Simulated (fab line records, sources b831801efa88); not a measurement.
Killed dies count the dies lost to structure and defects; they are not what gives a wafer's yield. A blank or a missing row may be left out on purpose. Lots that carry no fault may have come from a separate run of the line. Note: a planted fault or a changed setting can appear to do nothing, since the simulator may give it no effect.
One fault seen from 2 desks -- flow sky130 -- what lay behind the numbers comes last; until then each desk has only its own

== THE METROLOGY DESK ==
What the gauges read for every lot (on any tool): the sampled wafers with a number, averaged. A lot is out of limits, marked OUT, if its mean lies more than 4 standard deviations from the usual mean; the brackets give that distance.
Columns: A = NWELL_OXIDATION_THK at SKY_NWELL_THK_MEAS_02, usual 10.05 nm; B = VT_ADJUST_PCH_TW at SKY_VT_ADJUST_PCH_TW_MEAS_10, usual 142.2; C = POLY_GATE_CVD_00_THK at SKY_POLY_GATE_THK_MEAS_01, usual 180.2 nm; D = cd-nm at SKY_POLY_GATE_CD_MEAS_22, usual 149.3 nm
lot,first seen here,A,B,C,D
L804,day 2 13:40,10.34,143.3,179.8,149.5
L806,day 3 01:51,9.98,143.1,178.5,150.9
L807,day 3 05:11,9.96,142.5,180.5,150.4
L809,day 3 14:03,9.93,140.7,179.4,149.4
L813,day 4 11:40,10.10,141.2,117.5 (-42) OUT,147.0
L814,day 4 17:02,10.13,141.2,117.7 (-42) OUT,151.2
L822,day 6 08:41,9.96,142.3,181.2,145.5
L823,day 6 17:20,9.74,142.9,179.9,149.6
L824,day 6 23:26,10.19,142.5,182.2,151.3
L826,day 7 07:49,10.24,139.7,182.7,150.1
L827,day 7 12:53,10.16,142.6,180.2,148.7
This desk's finding: out of limits on L813, L814; first on L813, day 17 07:27 (POLY_GATE_CVD_00_THK at SKY_POLY_GATE_THK_MEAS_01). In limits: L804, L806, L807, L809, L822, L823, L824, L826, L827.

== FOR THE TOOL OWNER'S DESK: lpcvd-01 ==
The tool's own readings at SKY_POLY_GATE_CVD_00 (deposits poly-Si, target thk 180 nm, time 720 s): means of the sampled wafers that have a number, for each lot that ran on this tool. A lot is out of limits, marked OUT, if its mean lies more than 4 standard deviations from the usual mean; the brackets give that distance. Shown are 7 of the 8 readings it has, namely the first that went out of limits plus those furthest out on some lot.
Columns: A = spike-tc-bottom-C at SKY_POLY_GATE_CVD_00, usual 639.6 C; B = spike-tc-centre-C at SKY_POLY_GATE_CVD_00, usual 619.4 C; C = spike-tc-lower-C at SKY_POLY_GATE_CVD_00, usual 619.6 C; D = spike-tc-top-C at SKY_POLY_GATE_CVD_00, usual 638.4 C; E = spike-tc-upper-C at SKY_POLY_GATE_CVD_00, usual 619.8 C; F = susceptor-temp-C at SKY_POLY_GATE_CVD_00, usual 619.98 C; G = zone-power-top-pct at SKY_POLY_GATE_CVD_00, usual 20.32 %
lot,first seen here,A,B,C,D,E,F,G
L804,day 13 20:46,641.1,620.3,618.5,637.4,619.3,619.67,20.38
L806,day 14 17:37,639.3,619.3,618.8,638.6,618.9,619.78,20.43
L807,day 15 01:59,640.3,619.4,618.1,637.9,620.4,619.96,20.33
L809,day 15 22:18,638.0,618.6,620.9,639.1,619.0,619.96,20.22
L813,day 17 06:15,621.9 (-16) OUT,601.5 (-19) OUT,602.0 (-14) OUT,619.9 (-17) OUT,602.2 (-18) OUT,601.63 (-68) OUT,19.36 (-4.8) OUT
L814,day 17 10:48,621.0 (-17) OUT,600.7 (-20) OUT,602.7 (-13) OUT,621.4 (-15) OUT,602.1 (-18) OUT,601.24 (-69) OUT,19.41 (-4.6) OUT
L822,day 20 09:21,640.2,620.1,618.8,637.7,619.3,619.99,20.27
L823,day 20 18:37,639.4,618.5,619.5,638.4,619.4,620.05,20.41
L824,day 20 23:49,639.3,619.4,620.2,638.7,620.6,620.06,20.30
L827,day 21 18:23,638.7,618.6,620.1,639.2,619.4,620.11,20.44
L826,day 21 19:38,640.6,619.3,619.2,639.0,619.5,620.09,20.24
This desk finds L813, L814 out of limits, L813 being first, at day 17 06:15 (spike-tc-bottom-C at SKY_POLY_GATE_CVD_00). In limits: L804, L806, L807, L809, L822, L823, L824, L827, L826.

== ALL TOGETHER ==
On L813, L814, at day 17 06:15, an alarm was possible from the tool owner's desk.
On L813, L814, the metrology desk was in a position to raise an alarm at day 17 07:27.
Of the lots named, all ran SKY_POLY_GATE_CVD_00 on lpcvd-01.

== WHAT THE SIMULATOR PUT IN ==
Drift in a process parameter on lpcvd-01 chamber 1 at SKY_POLY_GATE_CVD_00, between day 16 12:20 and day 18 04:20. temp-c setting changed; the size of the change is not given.
Shown lots that were struck: L813, L814.
Delay (hours) between the fault's onset and each desk's first out-of-limits reading: 18 at the tool owner's desk, 19 at the metrology desk.
